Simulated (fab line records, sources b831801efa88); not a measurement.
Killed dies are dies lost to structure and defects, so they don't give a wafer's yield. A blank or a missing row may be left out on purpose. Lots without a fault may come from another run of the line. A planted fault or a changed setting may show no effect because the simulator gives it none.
Which tool did it? | flow sky130 | 7 lots, 19 wafers sampled, at 3 steps of a route of 708

WHAT THE GAUGES READ, wafer by wafer
SKY_RES_XHIGH_TW_MEAS_09.
lot  | measured     | on            | RES_XHIGH_TW
L178 | day 26 19:37 | film_metro-03 | 1665 1667 1662
L180 | day 27 16:44 | film_metro-03 | 1650 1661 1655
L183 | day 28 22:29 | film_metro-02 | 1626 1631 1621
L185 | day 29 11:20 | film_metro-04 | 1640 1641 1644
L191 | day 31 22:47 | film_metro-04 | 1536 1549
L195 | day 33 02:26 | film_metro-02 | 1528 1519
L199 | day 34 04:47 | film_metro-03 | 1654 1661 1660

WHICH TOOL RAN EACH LOT (tool, then ch and the chambers of the sampled wafers, then the start)
lot  | SKY_LDD_HVN_STRIP_09                 | SKY_RES_XHIGH_IMPLANT_07
L178 | plasma_asher-02 ch 0,1, day 20 11:45 | implanter-02 ch 0, day 26 19:23
L180 | plasma_asher-03 ch 0,1, day 21 08:50 | implanter-01 ch 0, day 27 16:29
L183 | plasma_asher-03 ch 0,1, day 22 17:11 | implanter-02 ch 0, day 28 22:14
L185 | plasma_asher-03 ch 0,1, day 23 06:31 | implanter-03 ch 0, day 29 11:05
L191 | plasma_asher-02 ch 0,1, day 25 19:10 | implanter-02 ch 0, day 31 22:32
L195 | plasma_asher-03 ch 0, day 27 04:02   | implanter-02 ch 0, day 33 02:11
L199 | plasma_asher-01 ch 0,1, day 28 07:49 | implanter-01 ch 0, day 34 04:34
- SKY_LDD_HVN_STRIP_09: strips in O2/N2.
- SKY_RES_XHIGH_IMPLANT_07

THE ANSWER, worked out from the rows above alone
Rule: what is usual is taken from the lots themselves. Put in order of their means at a reading, lots are off if they are a third of the lots or fewer, leave a main group of 4 or more, and stand apart from it by a gap of 3 or more times the standard deviation of the main group's means; of several such gaps the widest counts. A main group whose means are all the same, to the digits that the tables above print for the reading, isn't used. A lot without any number at a reading at which 4 lots or more have one is off too. The other lots that the step has rows for count as sound.
Off: L191, L195, at SKY_RES_XHIGH_TW_MEAS_09 (RES_XHIGH_TW). The main group: mean 1649, standard deviation 14.
A tool fits if, at a process step before that reading, it ran every lot that is off, and no sound lot after the first of them. The gauges at SKY_RES_XHIGH_TW_MEAS_09 are tried like those tools. One fits: implanter-02 at SKY_RES_XHIGH_IMPLANT_07. Its last sound lot is L183 (day 28 22:14), its first lot that is off L191 (day 31 22:32): a fault that began between those two fits.

WHAT THE SIMULATOR HAD PUT IN
Process parameter drift: implanter-02, from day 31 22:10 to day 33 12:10, at SKY_RES_XHIGH_IMPLANT_07. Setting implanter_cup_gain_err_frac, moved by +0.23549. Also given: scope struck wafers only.
Lots struck among those shown: L191, L195. The rule above found the same.
